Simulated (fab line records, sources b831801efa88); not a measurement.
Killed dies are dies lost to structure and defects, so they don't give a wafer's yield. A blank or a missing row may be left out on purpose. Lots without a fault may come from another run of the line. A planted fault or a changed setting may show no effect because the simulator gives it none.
Problem report in the 8D (eight disciplines) form, filled by code | flow gf180mcu | the parts of the form that need people (team, actions taken, sign-off) are left out

1. THE PROBLEM
V2_CVD_02_THK at GF_V2_THK_MEAS_03 reads a mean of 511 nm on 3 wafers of 3 lots; wafers without a fault read 850 nm with a standard deviation of 10. That is -34 standard deviations from the usual mean.
First seen on wafer L863.1, day 24 16:02, on film_metro-01. The record holds 43 wafers of 15 lots with a number at this step. Rule for "out", or "out of limits": more than 4 standard deviations from the usual mean. The other wafers with a number count as sound.

2. WHAT IT IS AND WHAT IT IS NOT
question                    | is                           | is not
which readings at this step | V2_CVD_02_THK                | -
which lots                  | L863, L867, L868             | L848, L849, L850, L853, L854, L855, L857, L858, L860, L861, L869, L871
which wafers of those lots  | L863.1, L867.1, L868.1       | L863.6, L867.3, L868.3, L868.6
read on which gauges        | film_metro-01, film_metro-02 | film_metro-03
when                        | from day 24 16:02            | up to then (31 sound wafers); but 9 sound wafers of L867, L868, L869, L871 came after

3. SUSPECTS, AND WHAT RULES EACH OUT
Counting: a tool at a process step up to the reading stays a suspect if it ran every lot that is out. Sound lots after the first of them don't rule it out here, since some wafers of a struck lot are sound.
- the gauge at GF_V2_THK_MEAS_03: ruled out. The wafers that are out were read on 2 gauges (film_metro-01, film_metro-02).
- pecvd-01 at GF_V2_CVD_02 (deposits SiO2 from TEOS, target thk 850 nm, time 94.851 s): kept. It ran every lot that is out, first L863 (day 24 15:58); its last sound lot up to then is L861 (day 24 00:48).
Left after counting: pecvd-01 at GF_V2_CVD_02.

4. THE CAUSE (what the simulator had put in)
Process parameter drift: pecvd-01, from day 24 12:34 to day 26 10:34, at GF_V2_CVD_02. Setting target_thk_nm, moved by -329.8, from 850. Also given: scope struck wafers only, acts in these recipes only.
Counting left only this tool.

5. THE CHAIN OF EFFECTS, in route order
Each row: a reading whose mean over the struck wafers that have a number lies more than 3 standard deviations from the usual. Only readings for which the record gives a usual standard deviation are gone through. hours: the time from each lot's start at the first step in this table that gives one to its start at this step, as a median over the lots. sigmas: the change in usual standard deviations.
hours | step              | reading            | usual      | on struck wafers | change | sigmas
0     | GF_V2_THK_MEAS_03 | V2_CVD_02_THK      | 850 nm     | 511              | -339   | -34
0     | GF_V2_CMP_04      | time_to_endpoint_s | 82 s       | 39               | -43    | -8.4
-     | GF_V2_ETCH_17     | oes_product_au     | 0.855 a.u. | 0.763            | -0.092 | -18
The process steps in it:
- GF_V2_CMP_04: polishes SiO2.
- GF_V2_ETCH_17: etches SiO2 in C4F8/O2/Ar, stops on TiN, target depth 630 nm.

6. WHAT WOULD HAVE CAUGHT IT SOONER
In this record the first reading out of limits at a measuring or inspecting step was taken at day 24 16:02, 3 hours after the fault began at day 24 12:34.
Of the tool readings at GF_V2_CVD_02 for which the record gives a usual standard deviation, none was out on any struck wafer, so an alarm limit of 4 standard deviations on them would not have fired.
Of the lots that are out (3), L867, L868 began GF_V2_CVD_02 on pecvd-01 after day 24 16:02. A hold on the tool at that time would have spared those 2.
